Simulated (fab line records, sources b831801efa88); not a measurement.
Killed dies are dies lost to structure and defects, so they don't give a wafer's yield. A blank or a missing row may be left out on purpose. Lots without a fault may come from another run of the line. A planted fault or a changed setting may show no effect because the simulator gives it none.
Problem report in the 8D (eight disciplines) form, filled by code | flow sky130 | the parts of the form that need people (team, actions taken, sign-off) are left out

1. THE PROBLEM
killed_at_M0_to_M3 at SKY_PAD_OPEN_PROBE_99 reads a mean of 185 on 6 wafers of 2 lots; wafers without a fault read 44 with a standard deviation of 7.2. That is +20 standard deviations from the usual mean.
First seen on wafer L825.1, day 49 17:51, on prober-02. The record holds 42 wafers of 14 lots with a number at this step. Rule for "out", or "out of limits": more than 4 standard deviations from the usual mean. The other wafers with a number count as sound.

2. WHAT IT IS AND WHAT IT IS NOT
question                    | is                                                                                                                                        | is not
which readings at this step | killed_at_M0_to_M3, defect_limited_yield, killed_dies, killed_on_rim, sort_bin_5_function, sort_bin_6_memory, sort_n_pass, sort_yield_pct | killed_at_M4_up, killed_at_contacts, killed_at_front_end, killed_at_other, killed_short
which lots                  | L825, L826                                                                                                                                | L808, L809, L810, L811, L813, L815, L816, L818, L824, L827, L828, L831
which wafers of those lots  | all that have a number                                                                                                                    | -
read on which tools         | prober-01, prober-02                                                                                                                      | -
when                        | from day 49 17:51                                                                                                                         | up to then (27 sound wafers); but 9 sound wafers of L827, L828, L831 came after

3. SUSPECTS, AND WHAT RULES EACH OUT
Counting: a tool at a process step up to the reading stays a suspect if it ran every lot that is out and no sound lot after the first of them.
- cmp-02 at SKY_VIA1_CMP_02 (polishes SiO2): ruled out as a lasting fault. Sound lots L831 ran on it after its first lot that is out, L825 (day 38 04:04).
Left after counting: nothing in the record.

4. THE CAUSE (what the simulator had put in)
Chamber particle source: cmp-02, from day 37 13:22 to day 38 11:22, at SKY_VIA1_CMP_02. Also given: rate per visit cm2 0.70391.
Counting ruled it out, wrongly: the rule takes a fault to strike every lot that its tool runs from its start on, and this one did not.

5. THE CHAIN OF EFFECTS, in route order
Each row: a reading whose mean over the struck wafers that have a number lies more than 3 standard deviations from the usual. Only readings for which the record gives a usual standard deviation are gone through. hours: the time from each lot's start at the first step in this table that gives one to its start at this step, as a median over the lots. sigmas: the change in usual standard deviations.
hours | step                  | reading              | usual  | on struck wafers | change | sigmas
0     | SKY_PAD_OPEN_PROBE_99 | defect_limited_yield | 82.4 % | 55.2             | -27.2  | -14
0     | SKY_PAD_OPEN_PROBE_99 | killed_at_M0_to_M3   | 44     | 185              | +141   | +20
0     | SKY_PAD_OPEN_PROBE_99 | killed_dies          | 86     | 220              | +134   | +15
0     | SKY_PAD_OPEN_PROBE_99 | killed_on_rim        | 17     | 44               | +27    | +7.1
0     | SKY_PAD_OPEN_PROBE_99 | sort_bin_3_pad_short | 0.9 %  | 2.8              | +1.9   | +4.5
0     | SKY_PAD_OPEN_PROBE_99 | sort_bin_5_function  | 10.4 % | 27.1             | +16.7  | +11
0     | SKY_PAD_OPEN_PROBE_99 | sort_bin_6_memory    | 6.3 %  | 14.9             | +8.6   | +7.2
0     | SKY_PAD_OPEN_PROBE_99 | sort_n_pass          | 406    | 272              | -134   | -15
0     | SKY_PAD_OPEN_PROBE_99 | sort_yield_pct       | 82.4 % | 55.2             | -27.2  | -14
The process steps in it:
- SKY_PAD_OPEN_PROBE_99

6. WHAT WOULD HAVE CAUGHT IT SOONER
In this record the first reading out of limits was taken at day 49 17:51, 292 hours after the fault began at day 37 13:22.
Of the tool readings at SKY_VIA1_CMP_02 for which the record gives a usual standard deviation, none was out on any struck wafer, so an alarm limit of 4 standard deviations on them would not have fired.
